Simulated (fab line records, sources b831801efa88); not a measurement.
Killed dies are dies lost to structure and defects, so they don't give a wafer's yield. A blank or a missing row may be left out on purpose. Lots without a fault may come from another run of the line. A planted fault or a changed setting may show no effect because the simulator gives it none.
Chamber matching | flow gf180mcu | GF_V1_ETCH_16 on rie_diel-03: 4 sister chambers
The step etches BARC in N2/H2. 8 wafers are shown with their chamber, then 7 later ones without.

WAFERS WITH THEIR CHAMBER
wafer  | chamber | drypump_motor_current_A (A) | throttle_valve_pct (%)
L076.1 | 3       | 6.2                         | 13.213
L076.2 | 2       | 6.1                         | 13.227
L080.3 | 2       | 6.1                         | 13.217
L082.2 | 0       | 5.5                         | 13.207
L082.4 | 1       | 5.8                         | 13.236
L082.5 | 1       | 5.7                         | 13.246
L089.2 | 0       | 5.5                         | 13.218
L089.3 | 3       | 6.3                         | 13.212

WAFERS WITHOUT THEIR CHAMBER
wafer  | drypump_motor_current_A (A) | throttle_valve_pct (%)
L089.5 | 6.1                         | 13.215
L094.1 | 5.7                         | 13.217
L094.4 | 6.2                         | 13.226
L094.6 | 5.5                         | 13.221
L097.4 | 5.5                         | 13.227
L097.5 | 6.1                         | 13.232
L097.6 | 6.3                         | 13.239

WHICH CHAMBER EACH WENT THROUGH
wafer  | from the rows above     | in truth
L089.5 | can't be placed: 2 or 3 | 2
L094.1 | can't be placed: 1 or 0 | 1
L094.4 | can't be placed: 2 or 3 | 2
L094.6 | 0                       | 0
L097.4 | 0                       | 0
L097.5 | 2                       | 2
L097.6 | can't be placed: 3 or 2 | 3
Placed correctly: 3 of 7. Can't be placed from these rows: 4 (the true chamber is among the candidates in 4). Placed wrongly: 0.
How it was worked out, from the rows above alone: a wafer's distance from a chamber is the root of the sum, over the readings, of the square of ((its reading less the chamber's mean) divided by the reading's scatter). The wafer belongs to the nearest chamber; if the next one is less than 2 further off, it can't be placed. A chamber's mean is the mean of its shown wafers. The scatter: the root of (the sum of the squares of (reading less its chamber's mean) over the shown wafers, divided by (wafers less chambers)).
